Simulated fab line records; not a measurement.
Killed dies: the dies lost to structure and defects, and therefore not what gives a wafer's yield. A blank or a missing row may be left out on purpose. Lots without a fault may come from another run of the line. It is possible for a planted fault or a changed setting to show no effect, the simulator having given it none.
fab line records	flow sky130
[record] lots = 15	wafers = 45	lastDay = 50
route steps=708 shown SONOS_ONO@185 PAD_OPEN@708
lots that met no fault: from a run of the same line without faults
startH: the number of hours between the record's first day and the start of the first shown wafer of the lot	waitH: hours since the lot's step before	" same as the row above	L1.1+2: several wafers, shown together as one row	- no value present, or no start provided	* or withheld: withheld	< > ~ a bound
route shown NAME@n: a module of which the file shows steps, and the number in the route of the first	usual: the fault-free wafers' mean and standard deviation	same: alike in all rows	chamber/n: place in a boat	sites: each site's reading	_std_site: their standard deviation	_edge_site: outer sites' mean less inner sites'	radiusMm: for every site, how far away it sits from the centre of the wafer	mask NAME#n: copy n	behind: the most recent tool/chamber to have shaped the wafer	hold: why the lot went on hold/how many hours it stayed there/how the hold came to an end	device: transistor that didn't switch, given as n, p or np	end of line: tests run on the same wafers once the route is complete	a step with no rows: only its recipe	killed: the dies lost at the first sort to structure and to defects; this is not the yield of the wafer	map: a wafer's dies, marking killed ones x, the rest . and places with no die _
set.NAME: setting as actually run; set.NAME@STEP: the setting as run at that earlier step	model.NAME: the simulator's own value behind a step, which no gauge read
steps of the route over a sample of lots; a table a step, a row a wafer
services: from which hour (startH, from the record's first day; less than 0 if before it) a tool's chamber was out of use, for how many hours, and why
[[steps]]
[step SKY_SONOS_ONO_STRIP_17]
[recipe] chemistry = O2/N2	powerW = 1400	pressureMtorr = 1500	platenTempC = withheld	o2FlowSccm = 3000	n2FlowSccm = 300	overashFraction = 0.5
[usual] chamberPressureMTorr = 1499.9/1.4	drypumpMotorCurrentA = 5.6/0.48	oesProductAu = 0.710/0.0046	overashFraction = 0.5/0	stripTimeToEndpointS = 14.09/0.053
lot.wafer	tool	chamber	startH	waitH	chamberPressureMTorr	drypumpMotorCurrentA	oesProductAu	overashFraction	rfHoursCounterH	stripTimeToEndpointS
L635.3	plasmaAsher-01	0	292.98	0.0	1499.0	6.6	0.708	0.5	-	14.10
L635.4	"	1	"	"	1500.3	5.3	0.705	0.5	-	14.06
L635.5	"	0	"	"	1500.5	6.6	0.710	0.5	-	14.02
L634.1	plasmaAsher-04	0	297.08	0.0	1499.8	5.4	0.701	0.5	58	13.97
L634.2	"	1	"	"	1499.1	5.7	0.709	0.5	58	13.98
L634.5	"	0	"	"	1501.0	5.4	0.704	0.5	-	13.98
L636.1	plasmaAsher-03	0	307.91	0.0	1502.0	5.2	0.713	0.5	20	14.06
L636.5	"	1	"	"	1499.7	5.4	0.709	0.5	-	14.04
L636.6	"	0	"	"	1502.5	5.2	0.707	0.5	-	14.07
L639.3	plasmaAsher-04	0	335.59	0.0	-	-	-	-	-	-
L639.4	"	1	"	"	-	-	-	-	-	-
L639.6	"	1	"	"	-	-	-	-	-	-
L640.1	plasmaAsher-03	1	343.63	0.0	-	-	-	-	-	-
L640.4	"	1	"	"	-	-	-	-	-	-
L640.5	"	1	"	"	-	-	-	-	-	-
L641.1	plasmaAsher-01	0	343.93	0.0	-	-	-	-	-	-
L641.3	"	0	"	"	-	-	-	-	-	-
L641.6	"	1	"	"	-	-	-	-	-	-
L646.3	plasmaAsher-03	1	380.53	0.0	1499.2	5.4	0.711	0.5	-	14.07
L646.4	"	0	"	"	1500.6	5.2	0.713	0.5	-	14.06
L646.6	"	1	"	"	1498.5	5.4	0.709	0.5	-	14.03
L647.2	plasmaAsher-04	1	402.21	0.0	1500.9	5.6	0.711	0.5	68	14.06
L647.3	"	1	"	"	1501.7	5.6	0.707	0.5	-	14.10
L647.4	"	0	"	"	1502.8	5.4	0.708	0.5	-	14.10
L649.2	plasmaAsher-04	1	410.66	0.0	1499.8	5.6	0.703	0.5	69	14.12
L649.3	"	1	"	"	1499.8	5.7	0.706	0.5	-	14.11
L649.6	"	0	"	"	1501.7	5.4	0.711	0.5	-	14.10
L651.1	plasmaAsher-01	1	424.33	0.0	1499.3	5.3	0.705	0.5	63	14.15
L651.2	"	0	"	"	1499.4	6.6	0.709	0.5	63	14.15
L651.4	"	1	"	"	1499.3	5.3	0.704	0.5	-	14.14
L652.1	plasmaAsher-03	0	428.91	0.0	1500.6	5.2	0.711	0.5	32	14.07
L652.3	"	1	"	"	1498.3	5.5	0.710	0.5	-	14.05
L652.6	"	0	"	"	1499.8	5.2	0.715	0.5	-	14.12
L653.2	plasmaAsher-01	1	451.74	0.0	1501.0	5.3	0.708	0.5	66	14.07
L653.3	"	0	"	"	1497.3	6.6	0.710	0.5	-	14.08
L653.4	"	1	"	"	1500.5	5.3	0.707	0.5	-	14.10
L654.1	plasmaAsher-01	1	463.27	0.0	1500.5	5.3	0.717	0.5	67	14.10
L654.3	"	1	"	"	1501.0	5.3	0.707	0.5	-	14.08
L654.6	"	1	"	"	1498.4	5.3	0.701	0.5	-	14.13
L655.3	plasmaAsher-03	1	463.87	0.0	1498.5	5.5	0.710	0.5	-	14.05
L655.5	"	1	"	"	1499.0	5.5	0.715	0.5	-	14.06
L655.6	"	0	"	"	1501.2	5.2	0.717	0.5	-	14.07
L656.1	plasmaAsher-03	0	473.93	0.0	1497.7	5.2	0.706	0.5	36	14.01
L656.4	"	0	"	"	1502.2	5.2	0.712	0.5	-	14.02
L656.6	"	0	"	"	1499.3	5.2	0.709	0.5	-	14.04
[step SKY_PAD_OPEN_PROBE_99]
[usual] killed_at_M0_to_M3 = 44/7.9	killed_at_M4_up = 3.1/1.9	killedAtContacts = 24/4.6	killedAtFrontEnd = 16/4.9	killedAtOther = 0.3/0.6	killedDies = 87/9.7	killedOnRim = 17/3.7	killedOpen = 48/7.2	killedShort = 39/5.6
[same] grossDies = 492	killedAtBackSide = 0
lot.wafer	tool	chamber	startH	waitH	killed_at_M0_to_M3	killed_at_M4_up	killedAtContacts	killedAtFrontEnd	killedAtOther	killedDies	killedOnRim	killedOpen	killedShort
L635.3	prober-01	-	1074.86	0.2	43	4	31	12	0	90	19	58	31
L635.4	prober-01	-	1074.91	0.2	35	1	25	17	1	79	17	45	34
L635.5	prober-01	-	1074.96	0.2	35	3	28	14	0	80	18	51	27
L634.1	prober-02	-	1086.62	0.1	55	2	25	19	0	101	29	50	51
L634.2	prober-02	-	1086.67	0.1	45	2	22	14	0	83	15	46	37
L634.5	prober-02	-	1086.82	0.2	52	4	26	14	0	96	20	48	48
L636.1	prober-01	-	1088.07	0.1	41	8	21	21	0	91	23	40	51
L636.5	prober-01	-	1088.27	0.2	49	2	21	13	0	85	17	54	29
L636.6	prober-01	-	1088.32	0.2	43	3	15	19	0	80	12	47	32
L639.3	prober-02	-	1110.48	0.2	39	2	25	426	0	492	96	47	31
L639.4	prober-02	-	1110.53	0.2	37	0	20	435	0	492	96	42	31
L639.6	prober-02	-	1110.63	0.2	41	13	30	407	1	492	96	54	45
L641.1	prober-01	-	1116.63	0.1	49	4	26	413	0	492	96	56	36
L641.3	prober-01	-	1116.73	0.2	32	2	19	439	0	492	96	38	31
L641.6	prober-01	-	1116.88	0.2	32	3	27	430	0	492	96	45	31
L640.1	prober-02	-	1117.44	0.1	38	1	20	433	0	492	96	39	31
L640.4	prober-02	-	1117.59	0.2	28	3	26	435	0	492	96	44	40
L640.5	prober-02	-	1117.64	0.2	34	3	24	431	0	492	96	45	33
L646.3	prober-01	-	1184.61	0.2	31	3	25	21	0	80	23	49	31
L646.4	prober-01	-	1184.66	0.2	49	3	18	23	0	93	24	49	44
L646.6	prober-01	-	1184.76	0.2	41	1	29	22	2	95	18	56	39
L649.2	prober-02	-	1185.84	0.1	30	1	26	16	1	74	12	38	35
L649.3	prober-02	-	1185.89	0.2	48	5	23	14	0	90	15	49	41
L649.6	prober-02	-	1186.04	0.2	55	0	30	17	0	102	19	53	49
L647.2	prober-02	-	1187.43	0.1	35	3	16	20	0	74	17	36	38
L647.3	prober-02	-	1187.48	0.2	36	2	19	21	0	78	13	45	32
L647.4	prober-02	-	1187.53	0.2	36	5	23	15	0	79	15	46	33
L652.1	prober-01	-	1187.87	0.1	55	3	19	15	0	92	22	54	38
L652.3	prober-01	-	1187.97	0.2	35	0	23	28	1	87	19	46	41
L652.6	prober-01	-	1188.12	0.2	36	3	24	13	0	76	12	35	41
L651.1	prober-02	-	1189.23	0.1	40	3	23	15	1	82	14	47	33
L651.2	prober-02	-	1189.28	0.1	38	1	32	21	1	93	18	47	45
L651.4	prober-02	-	1189.38	0.2	35	2	24	16	0	77	12	35	42
L653.2	prober-01	-	1189.55	0.1	50	4	30	16	0	100	23	56	41
L653.3	prober-01	-	1189.60	0.2	54	4	23	11	0	92	13	57	34
L653.4	prober-01	-	1189.65	0.2	42	7	24	14	0	87	15	55	32
L654.1	prober-01	-	1190.73	0.1	34	4	16	14	0	68	13	35	33
L654.3	prober-01	-	1190.83	0.2	47	4	22	12	1	86	15	49	37
L654.6	prober-01	-	1190.98	0.2	34	6	24	24	0	88	17	45	43
L655.3	prober-01	-	1191.50	0.2	41	2	26	16	1	86	12	51	35
L655.5	prober-01	-	1191.60	0.2	54	4	18	15	3	94	20	43	50
L655.6	prober-01	-	1191.65	0.2	50	4	18	12	0	84	18	48	36
L656.1	prober-02	-	1193.83	0.1	46	4	28	18	2	98	23	56	41
L656.4	prober-02	-	1193.98	0.2	59	0	20	15	0	94	11	54	39
L656.6	prober-02	-	1194.08	0.2	32	2	22	16	0	72	15	37	35
// killed by level:class
L635.3 CONTACT:geometricParticle:open=15 VIA1:geometricParticle:open=13 LI_CONTACT:geometricParticle:open=10 VIA2:geometricParticle:open=8 METAL2:geometricParticle:short=6 POLY_GATE:geometricParticle:short=4 VIA3:geometricParticle:open=4 LI_CONTACT:geometricParticle:short=3
L635.4 VIA1:geometricParticle:open=11 CONTACT:geometricParticle:open=10 CONTACT:geometricParticle:short=7 VIA1:geometricParticle:short=5 POLY_GATE:geometricParticle:open=4 SPACER:geometricParticle:open=4 LI_CONTACT:geometricParticle:open=4 METAL2:geometricParticle:short=4
L635.5 CONTACT:geometricParticle:open=11 LI_CONTACT:geometricParticle:open=10 VIA1:geometricParticle:open=8 VIA3:geometricParticle:open=7 FIELD_ISO:geometricParticle:open=5 METAL1:geometricParticle:short=5 METAL2:geometricParticle:short=4 POLY_GATE:geometricParticle:open=3
L634.1 VIA1:geometricParticle:open=13 CONTACT:geometricParticle:open=9 METAL1:geometricParticle:short=8 FIELD_ISO:geometricParticle:open=7 VIA2:geometricParticle:open=7 VIA3:geometricParticle:open=6 METAL2:geometricParticle:short=6 CONTACT:geometricParticle:short=5
L634.2 VIA1:geometricParticle:open=10 LI_CONTACT:geometricParticle:open=7 VIA2:geometricParticle:open=6 LOCAL_INTERCONNECT:geometricParticle:short=6 CONTACT:geometricParticle:open=6 VIA3:geometricParticle:open=5 METAL2:geometricParticle:short=5 FIELD_ISO:geometricParticle:short=4
L634.5 CONTACT:geometricParticle:open=11 VIA2:geometricParticle:short=10 VIA1:geometricParticle:open=9 METAL1:geometricParticle:short=6 VIA2:geometricParticle:open=6 LI_CONTACT:geometricParticle:open=5 LOCAL_INTERCONNECT:geometricParticle:short=5 VIA1:geometricParticle:short=4
L636.1 VIA1:geometricParticle:open=14 CONTACT:geometricParticle:short=8 METAL4:geometricParticle:short=7 FIELD_ISO:geometricParticle:short=6 METAL2:geometricParticle:short=6 POLY_GATE:geometricParticle:open=6 LOCAL_INTERCONNECT:geometricParticle:short=5 METAL1:geometricParticle:short=4
L636.5 VIA1:geometricParticle:open=11 CONTACT:geometricParticle:open=9 VIA3:geometricParticle:open=9 VIA2:geometricParticle:open=8 VIA2:geometricParticle:short=5 POLY_GATE:geometricParticle:open=4 LI_CONTACT:geometricParticle:open=4 METAL2:geometricParticle:short=4
L636.6 VIA1:geometricParticle:open=11 POLY_GATE:geometricParticle:open=6 VIA2:geometricParticle:open=6 METAL1:geometricParticle:short=6 VIA3:geometricParticle:open=6 FIELD_ISO:geometricParticle:open=4 FIELD_ISO:geometricParticle:short=4 LOCAL_INTERCONNECT:geometricParticle:short=4
L639.3 GATE_OXIDE:areaOxidation=412 VIA1:geometricParticle:open=14 CONTACT:geometricParticle:open=10 FIELD_ISO:geometricParticle:short=6 LI_CONTACT:geometricParticle:open=5 LOCAL_INTERCONNECT:geometricParticle:short=5 CONTACT:geometricParticle:short=5 VIA3:geometricParticle:open=5
L639.4 GATE_OXIDE:areaOxidation=419 VIA1:geometricParticle:open=10 POLY_GATE:geometricParticle:open=6 LI_CONTACT:geometricParticle:open=6 VIA3:geometricParticle:open=6 VIA1:geometricParticle:short=5 FIELD_ISO:geometricParticle:open=4 LOCAL_INTERCONNECT:geometricParticle:short=4
L639.6 GATE_OXIDE:areaOxidation=393 CONTACT:geometricParticle:open=14 METAL4:geometricParticle:short=10 VIA1:geometricParticle:open=9 CONTACT:geometricParticle:short=7 VIA3:geometricParticle:open=7 LI_CONTACT:geometricParticle:open=6 METAL2:geometricParticle:short=5
L641.1 GATE_OXIDE:areaOxidation=400 VIA1:geometricParticle:open=13 LI_CONTACT:geometricParticle:open=9 CONTACT:geometricParticle:open=6 VIA2:geometricParticle:open=6 POLY_GATE:geometricParticle:open=5 CONTACT:geometricParticle:short=5 VIA2:geometricParticle:short=5
L641.3 GATE_OXIDE:areaOxidation=423 VIA3:geometricParticle:open=9 VIA1:geometricParticle:open=8 CONTACT:geometricParticle:open=7 VIA2:geometricParticle:short=7 POLY_GATE:geometricParticle:short=7 LI_CONTACT:geometricParticle:open=5 POLY_GATE:geometricParticle:open=3
L641.6 GATE_OXIDE:areaOxidation=416 CONTACT:geometricParticle:open=9 VIA3:geometricParticle:open=9 LI_CONTACT:geometricParticle:open=8 VIA1:geometricParticle:open=6 LOCAL_INTERCONNECT:geometricParticle:short=5 FIELD_ISO:geometricParticle:short=4 POLY_GATE:geometricParticle:short=4
L640.1 GATE_OXIDE:areaOxidation=422 VIA3:geometricParticle:open=8 LI_CONTACT:geometricParticle:open=8 CONTACT:geometricParticle:open=7 METAL1:geometricParticle:short=6 POLY_GATE:geometricParticle:short=5 VIA2:geometricParticle:open=5 VIA1:geometricParticle:open=4
L640.4 GATE_OXIDE:areaOxidation=406 FIELD_ISO:geometricParticle:short=10 CONTACT:geometricParticle:open=10 POLY_GATE:geometricParticle:short=6 POLY_GATE:geometricParticle:open=6 VIA3:geometricParticle:open=6 LI_CONTACT:geometricParticle:open=5 METAL2:geometricParticle:short=5
L640.5 GATE_OXIDE:areaOxidation=413 CONTACT:geometricParticle:open=9 VIA2:geometricParticle:open=7 CONTACT:geometricParticle:short=7 VIA3:geometricParticle:open=7 FIELD_ISO:geometricParticle:open=6 VIA1:geometricParticle:open=6 LI_CONTACT:geometricParticle:open=5
L646.3 CONTACT:geometricParticle:open=9 VIA2:geometricParticle:open=9 FIELD_ISO:geometricParticle:short=7 FIELD_ISO:geometricParticle:open=7 LOCAL_INTERCONNECT:geometricParticle:short=6 VIA1:geometricParticle:open=6 POLY_GATE:geometricParticle:open=4 LI_CONTACT:geometricParticle:open=4
L646.4 VIA1:geometricParticle:open=10 VIA2:geometricParticle:open=8 CONTACT:geometricParticle:open=8 FIELD_ISO:geometricParticle:short=7 METAL1:geometricParticle:short=7 VIA3:geometricParticle:open=6 FIELD_ISO:geometricParticle:open=5 METAL2:geometricParticle:short=4
L646.6 CONTACT:geometricParticle:open=13 POLY_GATE:geometricParticle:open=9 VIA1:geometricParticle:open=8 POLY_GATE:geometricParticle:short=6 LI_CONTACT:geometricParticle:open=6 VIA2:geometricParticle:open=6 VIA3:geometricParticle:open=6 METAL2:geometricParticle:short=4
L649.2 CONTACT:geometricParticle:open=7 LI_CONTACT:geometricParticle:open=6 CONTACT:geometricParticle:short=5 VIA2:geometricParticle:open=5 METAL3:geometricParticle:short=4 FIELD_ISO:geometricParticle:open=4 LI_CONTACT:geometricParticle:short=4 METAL1:geometricParticle:short=4
L649.3 VIA2:geometricParticle:open=11 VIA1:geometricParticle:open=10 VIA1:geometricParticle:short=8 CONTACT:geometricParticle:open=8 LI_CONTACT:geometricParticle:open=6 METAL2:geometricParticle:short=5 POLY_GATE:geometricParticle:short=5 METAL1:geometricParticle:short=5
L649.6 VIA1:geometricParticle:open=13 CONTACT:geometricParticle:open=11 METAL1:geometricParticle:short=9 CONTACT:geometricParticle:short=7 VIA3:geometricParticle:open=7 METAL2:geometricParticle:short=7 LOCAL_INTERCONNECT:geometricParticle:short=6 FIELD_ISO:geometricParticle:open=5
L647.2 VIA3:geometricParticle:open=8 FIELD_ISO:geometricParticle:short=6 VIA1:geometricParticle:open=6 POLY_GATE:geometricParticle:short=5 LOCAL_INTERCONNECT:geometricParticle:short=5 CONTACT:geometricParticle:open=5 METAL2:geometricParticle:short=5 LI_CONTACT:geometricParticle:open=4
L647.3 VIA1:geometricParticle:open=14 LOCAL_INTERCONNECT:geometricParticle:short=8 VIA3:geometricParticle:open=7 FIELD_ISO:geometricParticle:open=6 FIELD_ISO:geometricParticle:short=6 LI_CONTACT:geometricParticle:open=6 POLY_GATE:geometricParticle:open=4 CONTACT:geometricParticle:open=4
L647.4 CONTACT:geometricParticle:open=9 VIA3:geometricParticle:open=8 LI_CONTACT:geometricParticle:open=6 METAL4:geometricParticle:short=5 FIELD_ISO:geometricParticle:open=4 LOCAL_INTERCONNECT:geometricParticle:short=4 VIA1:geometricParticle:short=4 VIA1:geometricParticle:open=4
L652.1 VIA2:geometricParticle:open=13 VIA1:geometricParticle:open=7 VIA3:geometricParticle:open=7 LI_CONTACT:geometricParticle:open=6 METAL2:geometricParticle:short=5 FIELD_ISO:geometricParticle:open=5 CONTACT:geometricParticle:open=5 METAL2:geometricParticle:open=5
L652.3 POLY_GATE:geometricParticle:short=10 VIA1:geometricParticle:open=9 LI_CONTACT:geometricParticle:open=7 CONTACT:geometricParticle:open=7 FIELD_ISO:geometricParticle:short=5 POLY_GATE:geometricParticle:open=5 VIA1:geometricParticle:short=5 VIA2:geometricParticle:open=4
L652.6 CONTACT:geometricParticle:open=8 LOCAL_INTERCONNECT:geometricParticle:short=7 VIA1:geometricParticle:open=6 VIA2:geometricParticle:open=5 METAL2:geometricParticle:short=5 FIELD_ISO:geometricParticle:short=4 POLY_GATE:geometricParticle:short=4 LI_CONTACT:geometricParticle:open=4
L651.1 METAL1:geometricParticle:short=10 CONTACT:geometricParticle:open=9 VIA1:geometricParticle:open=8 FIELD_ISO:geometricParticle:open=7 LI_CONTACT:geometricParticle:open=7 VIA3:geometricParticle:open=6 METAL2:geometricParticle:short=4 POLY_GATE:geometricParticle:open=3
L651.2 CONTACT:geometricParticle:open=13 FIELD_ISO:geometricParticle:short=8 METAL2:geometricParticle:short=8 LI_CONTACT:geometricParticle:open=7 VIA1:geometricParticle:short=6 FIELD_ISO:geometricParticle:open=4 LOCAL_INTERCONNECT:geometricParticle:short=4 CONTACT:geometricParticle:short=4
L651.4 CONTACT:geometricParticle:open=10 CONTACT:geometricParticle:short=7 VIA1:geometricParticle:short=7 VIA1:geometricParticle:open=6 METAL2:geometricParticle:short=5 POLY_GATE:geometricParticle:short=4 METAL3:geometricParticle:short=4 VIA3:geometricParticle:short=4
L653.2 VIA1:geometricParticle:open=21 CONTACT:geometricParticle:open=10 LI_CONTACT:geometricParticle:open=8 FIELD_ISO:geometricParticle:open=5 FIELD_ISO:geometricParticle:short=5 LOCAL_INTERCONNECT:geometricParticle:short=5 VIA1:geometricParticle:short=5 VIA2:geometricParticle:open=5
L653.3 VIA1:geometricParticle:open=14 VIA2:geometricParticle:open=14 CONTACT:geometricParticle:open=9 LI_CONTACT:geometricParticle:open=7 METAL1:geometricParticle:short=6 METAL1:geometricParticle:open=6 FIELD_ISO:geometricParticle:short=4 FIELD_ISO:geometricParticle:open=4
L653.4 VIA2:geometricParticle:open=10 LI_CONTACT:geometricParticle:open=9 VIA1:geometricParticle:open=8 CONTACT:geometricParticle:open=8 METAL4:geometricParticle:short=7 METAL1:geometricParticle:open=5 METAL2:geometricParticle:short=5 FIELD_ISO:geometricParticle:open=4
L654.1 VIA2:geometricParticle:open=10 VIA1:geometricParticle:open=7 CONTACT:geometricParticle:open=5 FIELD_ISO:geometricParticle:short=4 POLY_GATE:geometricParticle:short=4 METAL2:geometricParticle:short=4 LI_CONTACT:geometricParticle:open=4 LOCAL_INTERCONNECT:geometricParticle:short=4
L654.3 CONTACT:geometricParticle:open=14 VIA1:geometricParticle:open=8 VIA1:geometricParticle:short=7 METAL3:geometricParticle:short=7 METAL1:geometricParticle:short=6 VIA2:geometricParticle:open=6 FIELD_ISO:geometricParticle:open=5 LI_CONTACT:geometricParticle:open=4
L654.6 CONTACT:geometricParticle:open=11 VIA1:geometricParticle:open=7 POLY_GATE:geometricParticle:short=7 FIELD_ISO:geometricParticle:open=6 POLY_GATE:geometricParticle:open=6 METAL4:geometricParticle:short=6 METAL1:geometricParticle:short=5 VIA2:geometricParticle:open=5
L655.3 METAL2:geometricParticle:open=9 LI_CONTACT:geometricParticle:open=8 CONTACT:geometricParticle:short=8 CONTACT:geometricParticle:open=7 VIA1:geometricParticle:open=7 VIA3:geometricParticle:open=5 VIA1:geometricParticle:short=5 FIELD_ISO:geometricParticle:open=4
L655.5 METAL1:geometricParticle:short=9 VIA3:geometricParticle:open=8 METAL2:geometricParticle:short=7 VIA2:geometricParticle:open=7 CONTACT:geometricParticle:open=6 VIA1:geometricParticle:open=6 FIELD_ISO:geometricParticle:short=5 VIA1:geometricParticle:short=5
L655.6 VIA1:geometricParticle:open=10 METAL1:geometricParticle:short=9 VIA3:geometricParticle:open=8 LI_CONTACT:geometricParticle:open=6 METAL2:geometricParticle:short=5 POLY_GATE:geometricParticle:open=4 CONTACT:geometricParticle:short=4 CONTACT:geometricParticle:open=4
L656.1 VIA1:geometricParticle:open=14 CONTACT:geometricParticle:open=12 METAL2:geometricParticle:short=9 LI_CONTACT:geometricParticle:open=7 LOCAL_INTERCONNECT:geometricParticle:short=6 METAL1:geometricParticle:short=5 VIA2:geometricParticle:open=5 VIA3:geometricParticle:open=5
L656.4 VIA1:geometricParticle:open=22 VIA1:geometricParticle:short=9 VIA3:geometricParticle:open=7 CONTACT:geometricParticle:short=6 VIA2:geometricParticle:open=5 METAL2:geometricParticle:short=5 POLY_GATE:geometricParticle:short=4 LI_CONTACT:geometricParticle:open=4
L656.6 VIA1:geometricParticle:open=8 VIA3:geometricParticle:open=6 LOCAL_INTERCONNECT:geometricParticle:short=5 CONTACT:geometricParticle:short=5 METAL1:geometricParticle:short=5 LI_CONTACT:geometricParticle:open=4 CONTACT:geometricParticle:open=4 FIELD_ISO:geometricParticle:open=3
[[services]]
tool	chamber	startH	hours	kind
plasmaAsher-04	-	378.52	4.3	pm
plasmaAsher-04	-	413.80	0.9	repair
plasmaAsher-04	-	421.25	9.0	pm
plasmaAsher-04	0	421.25	9.0	ventCycle
plasmaAsher-04	1	421.25	9.0	ventCycle
plasmaAsher-04	-	430.25	10.0	pm
plasmaAsher-04	0	430.25	-	clean
plasmaAsher-04	1	430.25	-	clean
plasmaAsher-04	-	437.79	3.2	repair
[[key]]
[firstSign] step = SKY_SONOS_ONO_STRIP_17	reading = toolRecord	direction = missing
[effect] step = SKY_PAD_OPEN_PROBE_99	reading = killedAtFrontEnd	direction = up	sigmas = 84	usual = 16	struck = 428
[moreKillsBornAt] SKY_GATE_OXIDE_OXIDATION_01@furnace-02 = 2480	SKY_GATE_OXIDE_OXIDATION_01@furnace-01 = 1224
metAt SKY_SONOS_ONO_STRIP_17
struckLots L639,L640,L641
laterRowsLeftOut L639.3,L639.4,L639.6,L640.1,L640.4,L640.5,L641.1,L641.3,L641.6
testerLeftOut L639,L640,L641
onsetBetween 307.91 335.59
[fault] kind = skippedStepWhole	tool = plasmaAsher-01,plasmaAsher-03,plasmaAsher-04	chamber = -	onsetH = 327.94	steps = SKY_SONOS_ONO_STRIP_17	scope = struckLotsOnly
// testerLeftOut: of these lots the tester's yield and bins aren't shown, on N5 and GAA mostly nor the transistor test; their killed dies are dies lost to structure and defects alone, not to doping, threshold or leakage, so they don't give the yield
// laterRowsLeftOut: the simulator's readings of these wafers behind a module that went badly wrong aren't trusted and aren't shown, but for the sort
